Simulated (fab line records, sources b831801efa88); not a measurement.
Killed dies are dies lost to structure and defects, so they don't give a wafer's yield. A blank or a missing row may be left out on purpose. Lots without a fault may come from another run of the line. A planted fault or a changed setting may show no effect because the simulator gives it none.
Tool commonality check | flow sky130 | 13 lots, 45 wafers sampled

WHY IT WAS OPENED
At SKY_VT_ADJUST_NCORE_TW_MEAS_11 the reading VT_ADJUST_NCORE_TW is flagged on 2 of 13 lots. Wafers without a fault read 218.6, standard deviation 1.5.
Rule: a lot is flagged when every wafer of it that has a number lies more than 4 standard deviations from that mean, or none has a number. The other lots count as sound.

lot  | measured     | on            | VT_ADJUST_NCORE_TW, wafer by wafer  | flag
L829 | day 8 12:38  | film_metro-04 | 216.1 214.9 216.1                   |
L830 | day 8 16:07  | film_metro-01 | 219.1 219.7 220.7                   |
L831 | day 9 01:52  | film_metro-04 | 218.8 218.2 218.5                   |
L833 | day 9 13:12  | film_metro-04 | 217.4 218.3 217.6                   |
L836 | day 10 17:47 | film_metro-03 | 218.2 218.7 219.5                   |
L838 | day 11 06:09 | film_metro-01 | 222.7 220.9 221.8                   |
L839 | day 11 21:31 | film_metro-04 | 218.6 217.2 218.3                   |
L842 | day 12 10:28 | film_metro-01 | 218.3 218.5 218.6                   |
L844 | day 13 03:23 | film_metro-03 | 217.5 218.5 218.3                   |
L846 | day 13 18:31 | film_metro-03 | 230.5 229.8 231.0 230.4 230.3 230.4 | FLAGGED
L849 | day 14 17:02 | film_metro-04 | 218.6 216.0 218.1                   |
L850 | day 14 18:52 | film_metro-01 | 219.4 218.0 218.4                   |
L851 | day 14 23:41 | film_metro-04 | 228.1 228.7 228.6 228.4 228.0 228.4 | FLAGGED
The numbers of the flagged lots are 229.4 on average: +10.8 against the usual, or +7 standard deviations.

WHICH TOOL RAN EACH LOT
The record holds 1 process step before the reading, out of a route of 708 steps. In each cell: the tool, then ch and the chambers that the sampled wafers went through, then the start.
lot  | flag    | SKY_VT_ADJUST_NCORE_IMPLANT_09
L829 |         | implanter-02 ch 0, day 8 12:23
L830 |         | implanter-04 ch 0, day 8 15:53
L831 |         | implanter-04 ch 0, day 9 01:37
L833 |         | implanter-01 ch 0, day 9 12:58
L836 |         | implanter-02 ch 0, day 10 17:32
L838 |         | implanter-01 ch 0, day 11 05:55
L839 |         | implanter-01 ch 0, day 11 21:16
L842 |         | implanter-02 ch 0, day 12 10:16
L844 |         | implanter-04 ch 0, day 13 03:08
L846 | FLAGGED | implanter-02 ch 0, day 13 18:16
L849 |         | implanter-01 ch 0, day 14 16:50
L850 |         | implanter-01 ch 0, day 14 18:37
L851 | FLAGGED | implanter-02 ch 0, day 14 23:26
What these steps do:
- SKY_VT_ADJUST_NCORE_IMPLANT_09
- SKY_VT_ADJUST_NCORE_TW_MEAS_11

FLAGGED OVER TOTAL, TOOL BY TOOL (the gauges that took the reading come last)
step                           | tool          | lots run | flagged | share of the flagged lots | sound lots run after its first flagged lot
SKY_VT_ADJUST_NCORE_IMPLANT_09 | implanter-01  | 5        | 0       | none                      | -
SKY_VT_ADJUST_NCORE_IMPLANT_09 | implanter-02  | 5        | 2       | all                       | 0
SKY_VT_ADJUST_NCORE_IMPLANT_09 | implanter-04  | 3        | 0       | none                      | -
SKY_VT_ADJUST_NCORE_TW_MEAS_11 | film_metro-01 | 4        | 0       | none                      | -
SKY_VT_ADJUST_NCORE_TW_MEAS_11 | film_metro-03 | 3        | 1       | some                      | 0
SKY_VT_ADJUST_NCORE_TW_MEAS_11 | film_metro-04 | 6        | 1       | some                      | 0

WHAT THE TABLE ALLOWS
1 row of the table ran every flagged lot: implanter-02 at SKY_VT_ADJUST_NCORE_IMPLANT_09.
- implanter-02 at SKY_VT_ADJUST_NCORE_IMPLANT_09: 2 of its 5 lots flagged. Its last sound lot is L842 (day 12 10:16), its first flagged lot L846 (day 13 18:16): a fault that began between those two fits. Its own readings lie more than 4 standard deviations out on every wafer of the flagged lots: beam_on_s, faraday_current_uA.
One tool is left: implanter-02 at SKY_VT_ADJUST_NCORE_IMPLANT_09.

WHAT THE SIMULATOR HAD PUT IN
Process parameter drift: implanter-02, from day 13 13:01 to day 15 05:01, at SKY_VT_ADJUST_NCORE_IMPLANT_09. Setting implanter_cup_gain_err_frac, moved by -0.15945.
Lots struck among those shown: L846, L851. The rule above found the same.
